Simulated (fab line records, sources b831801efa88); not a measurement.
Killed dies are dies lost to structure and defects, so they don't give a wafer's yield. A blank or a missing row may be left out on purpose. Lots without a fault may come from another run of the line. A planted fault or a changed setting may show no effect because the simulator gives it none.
Which tool did it? | flow sky130 | 6 lots, 18 wafers sampled, at 2 steps of a route of 708

WHAT THE GAUGES READ, wafer by wafer
SKY_NWELL_TW_MEAS_15.
lot  | measured    | on            | NWELL_TW
L143 | day 5 11:38 | film_metro-04 | 1845 1857 1851
L147 | day 6 08:12 | film_metro-01 | 1850 1855 1852
L152 | day 7 16:29 | film_metro-04 | 1824 1824 1820
L154 | day 8 04:24 | film_metro-01 | 1851 1833 1848
L156 | day 8 17:10 | film_metro-03 | 1697 1688 1699 1705 1690 1701
L158 | day 9 03:10 | film_metro-03 | 1820 1809 1812

WHICH TOOL RAN EACH LOT (tool, then ch and the chambers of the sampled wafers, then the start)
lot  | SKY_NWELL_IMPLANT_11
L143 | implanter-03 ch 0, day 5 11:05
L147 | implanter-02 ch 0, day 6 07:39
L152 | implanter-02 ch 0, day 7 15:56
L154 | implanter-04 ch 0, day 8 03:52
L156 | implanter-02 ch 0, day 8 16:40
L158 | implanter-04 ch 0, day 9 02:39
- SKY_NWELL_IMPLANT_11

THE ANSWER, worked out from the rows above alone
Rule: what is usual is taken from the lots themselves. Put in order of their means at a reading, lots are off if they are a third of the lots or fewer, leave a main group of 4 or more, and stand apart from it by a gap of 3 or more times the standard deviation of the main group's means; of several such gaps the widest counts. A main group whose means are all the same, to the digits that the tables above print for the reading, isn't used. A lot without any number at a reading at which 4 lots or more have one is off too. The other lots that the step has rows for count as sound.
Off: L156, at SKY_NWELL_TW_MEAS_15 (NWELL_TW). The main group: mean 1837, standard deviation 16.
A tool fits if, at a process step before that reading, it ran every lot that is off, and no sound lot after the first of them. The gauges at SKY_NWELL_TW_MEAS_15 are tried like those tools. One fits: implanter-02 at SKY_NWELL_IMPLANT_11. Its last sound lot is L152 (day 7 15:56), its first lot that is off L156 (day 8 16:40): a fault that began between those two fits.

WHAT THE SIMULATOR HAD PUT IN
Process parameter drift: implanter-02, from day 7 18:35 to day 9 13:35, at SKY_NWELL_IMPLANT_11. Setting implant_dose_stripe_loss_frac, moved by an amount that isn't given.
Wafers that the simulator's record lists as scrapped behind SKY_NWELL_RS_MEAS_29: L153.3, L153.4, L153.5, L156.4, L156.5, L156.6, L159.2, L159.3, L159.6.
Lots struck among those shown: L156. The rule above found the same.
